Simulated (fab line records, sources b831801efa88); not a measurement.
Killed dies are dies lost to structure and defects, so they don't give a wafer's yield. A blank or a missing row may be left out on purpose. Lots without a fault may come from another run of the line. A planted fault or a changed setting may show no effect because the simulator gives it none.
One fault seen from 2 desks | flow gf180mcu | each desk has only its own numbers; what lay behind them comes last

THE METROLOGY DESK
What the gauges read, lot by lot, whatever tool the lot ran on: means of the sampled wafers that have a number. A lot is out of limits, marked OUT, if its mean lies more than 4 standard deviations from the usual mean; the brackets give that distance. Of its 9 readings 7 are shown: those that lie furthest out on some lot.
Columns: A = V1_W_RS at GF_V1_RS_MEAS_24, usual 0.329 ohm/sq; B = V1_W_THK at GF_V1_THK_MEAS_25, usual 342 nm; C = M2_ALCU_RS at GF_M2_RS_MEAS_05, usual 0.0702 ohm/sq; D = M2_ALCU_THK at GF_M2_THK_MEAS_06, usual 449 nm; E = M2_OVL at GF_M2_OVL_MEAS_15, usual -1 nm; F = V2_CVD_00_THK at GF_V2_THK_MEAS_01, usual 605 nm; G = V2_BOW at GF_V2_BOW_MEAS_05, usual 100 um
lot  | first seen here | A     | B   | C      | D   | E  | F   | G
L209 | day 21 15:24    | 0.334 | 338 | 0.0701 | 449 | 10 | 602 | 103
L210 | day 21 22:52    | 0.325 | 351 | 0.0713 | 441 | -2 | 609 | 97
L218 | day 24 22:28    | 0.328 | 344 | 0.0691 | 460 | 4  | 607 | 100
L219 | day 24 23:45    | 0.323 | 347 | 0.0697 | 452 | -4 | 612 | 99
L221 | day 25 15:44    | 0.326 | 341 | 0.0707 | 444 | 2  | 607 | 97
L223 | day 26 05:52    | 0.330 | 336 | 0.0702 | 444 | 2  | 603 | 117
This desk's finding: nothing out of limits on any of the 6 lots.

THE TOOL OWNER'S DESK: pvd_sputter-04
The tool's own readings at GF_M2_SPUTTER_04 (material TiN, target thk 50 nm, time 41.7 s): means of the sampled wafers that have a number, for each lot that ran on this tool. A lot is out of limits, marked OUT, if its mean lies more than 4 standard deviations from the usual mean; the brackets give that distance.
Columns: A = cathode_dc_power_W at GF_M2_SPUTTER_04, usual 6500.0 W; B = throttle_valve_pct at GF_M2_SPUTTER_04, usual 30.3 %
lot  | first seen here | A                        | B
L209 | day 21 16:04    | 6335.1 (-99 or more) OUT | 30.5
L210 | day 21 23:31    | 6335.6 (-99 or more) OUT | 29.7
L218 | day 24 23:07    | 6500.9                   | 30.3
This desk's finding: out of limits on L209, L210; first on L209, day 21 16:04 (cathode_dc_power_W at GF_M2_SPUTTER_04). In limits: L218.

PUT TOGETHER
The tool owner's desk could have raised an alarm at day 21 16:04, on L209, L210.
The metrology desk saw nothing out of limits.
The metrology desk has L209, L210 on record, within its limits.
Of the lots named, all ran GF_M2_SPUTTER_04 on pvd_sputter-04.

WHAT THE SIMULATOR HAD PUT IN
Process parameter drift: pvd_sputter-04, from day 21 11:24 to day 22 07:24, at GF_M2_SPUTTER_04. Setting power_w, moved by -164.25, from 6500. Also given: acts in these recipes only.
Lots struck among those shown: L209, L210.
Hours from the fault's start to each desk's first reading out of limits: the tool owner's desk, 5.
